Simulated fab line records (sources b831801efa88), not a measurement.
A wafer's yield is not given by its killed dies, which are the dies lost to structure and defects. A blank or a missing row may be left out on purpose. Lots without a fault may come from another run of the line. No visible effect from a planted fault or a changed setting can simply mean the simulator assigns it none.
Which tool did it?    flow sky130    30 wafers from 10 lots sampled at 2 of the route's 708 steps

== WHAT THE GAUGES READ, wafer by wafer ==
SKY_FIELD_ISO_THK_MEAS_04. Usual: FIELD_ISO_CVD_03_THK typically reads 165.9 nm, with standard deviation 1.6.
lot   measured     on             FIELD_ISO_CVD_03_THK (nm)            flag
L175  day 1 15:46  film_metro-03  168.1 168.1 168.8                    
L176  day 1 21:21  film_metro-02  168.3 168.1 167.6                    
L180  day 2 15:34  film_metro-03  115.2 115.7 119.1 115.3 115.7 119.0  OFF
L181  day 2 20:14  film_metro-02  120.7 116.7 115.4 120.7 116.7 115.3  OFF
L182  day 3 00:31  film_metro-03  114.8 116.9 120.2 115.0 116.8 120.1  OFF
L194  day 5 12:48  film_metro-04  165.2 163.2 164.3                    
L195  day 5 20:20  film_metro-03  163.6 164.5 162.7                    
L196  day 6 00:07  film_metro-04  163.9 164.1 164.3                    
L197  day 6 07:02  film_metro-04  165.4 165.8 167.7                    
L198  day 6 12:41  film_metro-03  165.2 165.7 165.1                    

== EACH LOT AND THE TOOL THAT RAN IT (in order: tool; ch and the chambers of the sampled wafers; start) ==
lot   SKY_FIELD_ISO_CVD_03
L175  lpcvd-02 ch 0, day 1 13:05
L176  lpcvd-02 ch 0, day 1 19:34
L180  lpcvd-02 ch 0, day 2 13:46
L181  lpcvd-02 ch 0, day 2 18:26
L182  lpcvd-02 ch 0, day 2 22:41
L194  lpcvd-02 ch 0, day 5 11:01
L195  lpcvd-02 ch 0, day 5 18:33
L196  lpcvd-02 ch 0, day 5 21:25
L197  lpcvd-02 ch 1, day 6 04:21
L198  lpcvd-02 ch 1, day 6 08:40
- SKY_FIELD_ISO_CVD_03: deposits Si3N4 from DCS/NH3, target thk 165 nm, time 2830 s.

== AS READ BY THE TOOLS THEMSELVES (means over the sampled wafers that have a number; for cases with no such wafer, the mark the record gives instead) ==
SKY_FIELD_ISO_CVD_03. Usual: spike_tc_centre_C 771.0 C, standard deviation 1.3; spike_tc_top_C 782 C, standard deviation 3.7; spike_tc_upper_C 768.9 C, standard deviation 1.4; zone_power_centre_pct 13.1 %, standard deviation 1.3; zone_power_top_pct 24.5 %, standard deviation 1.4; zone_power_upper_pct 13.67 %, standard deviation 0.28.
lot   tool      spike_tc_centre_C (C)  spike_tc_top_C (C)  spike_tc_upper_C (C)  zone_power_centre_pct (%)  zone_power_top_pct (%)  zone_power_upper_pct (%)  flag
L175  lpcvd-02  772.2                  786                 767.7                 14.4                       23.3                    13.38                     
L176  lpcvd-02  772.0                  785                 768.2                 14.3                       23.3                    13.46                     
L180  lpcvd-02  777.2                  793                 723.3                 20.4                       30.0                    0.20                      OFF
L181  lpcvd-02  776.5                  793                 722.3                 20.4                       30.2                    0.20                      OFF
L182  lpcvd-02  776.7                  794                 724.5                 20.4                       30.1                    0.20                      OFF
L194  lpcvd-02  772.2                  787                 767.5                 14.3                       22.9                    13.37                     
L195  lpcvd-02  771.7                  785                 768.1                 14.4                       23.3                    13.42                     
L196  lpcvd-02  771.5                  786                 769.1                 14.4                       23.2                    13.42                     
L197  lpcvd-02  770.1                  779                 770.7                 11.6                       26.0                    13.98                     
L198  lpcvd-02  770.5                  779                 770.9                 11.8                       26.0                    13.93                     

== THE ANSWER, worked out from the rows above alone ==
Rule: a lot is off if the mean of its wafers that have a number lies more than 3 standard deviations from the usual mean. Also off: a lot with no number at a reading for which 4 or more lots have one. Where the step has rows for the other lots, those lots are counted as sound. The gauges are gone through in route order, then the tools' own readings, and for those a lot's mean is taken as printed above. The first step at which some lot is off is used, and at that step the reading that is off furthest; a lot without a number counts as furthest.
Off: L180, L181, L182, at SKY_FIELD_ISO_THK_MEAS_04 (FIELD_ISO_CVD_03_THK).
If a tool, at a process step before that reading, ran all the lots that are off and no sound lot after the first of them, it fits. Not tried: the gauges at SKY_FIELD_ISO_THK_MEAS_04; whatever is off there is also off at SKY_FIELD_ISO_CVD_03, on other tools, and gauge error can't account for it. None of those tried fits.

== WHAT THE SIMULATOR HAD INSERTED ==
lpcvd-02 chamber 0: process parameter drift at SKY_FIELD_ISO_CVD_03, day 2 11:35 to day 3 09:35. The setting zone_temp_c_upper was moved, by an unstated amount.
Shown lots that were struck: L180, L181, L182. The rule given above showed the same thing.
